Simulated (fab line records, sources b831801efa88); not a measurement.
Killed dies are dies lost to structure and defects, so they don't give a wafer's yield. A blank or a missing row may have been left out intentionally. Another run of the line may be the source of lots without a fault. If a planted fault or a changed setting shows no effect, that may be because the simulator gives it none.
Matching of chambers :: flow sfq-line :: cmp-02 running SFQ_TRILAYER_I2_CMP_CMP_064: 4 sister chambers
The step polishes SiO2. 4 wafers are shown with their chamber, then 9 later ones without.

WAFERS WITH THEIR CHAMBER
wafer: L499.4
chamber: 3
motor-current-A (A): 9.8

wafer: L501.1
chamber: 1
motor-current-A (A): 9.1

wafer: L501.2
chamber: 2
motor-current-A (A): 9.8

wafer: L501.5
chamber: 0
motor-current-A (A): 13.4

WAFERS WHOSE CHAMBER IS MISSING
wafer: L502.1
motor-current-A (A): 10.1

wafer: L502.4
motor-current-A (A): 9.7

wafer: L502.5
motor-current-A (A): 9.2

wafer: L509.2
motor-current-A (A): 9.5

wafer: L509.3
motor-current-A (A): 11.8

wafer: L509.5
motor-current-A (A): 10.2

wafer: L511.4
motor-current-A (A): 10.1

wafer: L511.5
motor-current-A (A): 9.4

wafer: L511.6
motor-current-A (A): 13.3

WHICH CHAMBER EACH WENT THROUGH
wafer: L502.1
from the rows above: can't be placed: 2 or 3 or 1
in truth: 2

wafer: L502.4
from the rows above: can't be placed: 2 or 3 or 1
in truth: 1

wafer: L502.5
from the rows above: can't be placed: 1 or 2 or 3
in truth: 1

wafer: L509.2
from the rows above: can't be placed: 2 or 3 or 1
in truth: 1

wafer: L509.3
from the rows above: can't be placed: 0 or 2 or 3 or 1
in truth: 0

wafer: L509.5
from the rows above: can't be placed: 2 or 3 or 1
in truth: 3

wafer: L511.4
from the rows above: can't be placed: 2 or 3 or 1
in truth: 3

wafer: L511.5
from the rows above: can't be placed: 1 or 2 or 3
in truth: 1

wafer: L511.6
from the rows above: 0
in truth: 0
Correctly placed: 1 of 9. These rows do not allow placing 8 (true chamber among the candidates in 8). Number placed wrongly: 0.
How it was worked out, from the rows above alone: a wafer's distance from a chamber is the root of the sum, over the readings, of the square of ((its reading less the chamber's mean) divided by the reading's scatter). The wafer belongs to the nearest chamber; if the next one is less than 2 further off, it can't be placed. Each chamber's mean is taken over the wafers shown for it. The scatter: root of mean squared gap, hidden wafer to nearest shown wafer, with one shown wafer a chamber.
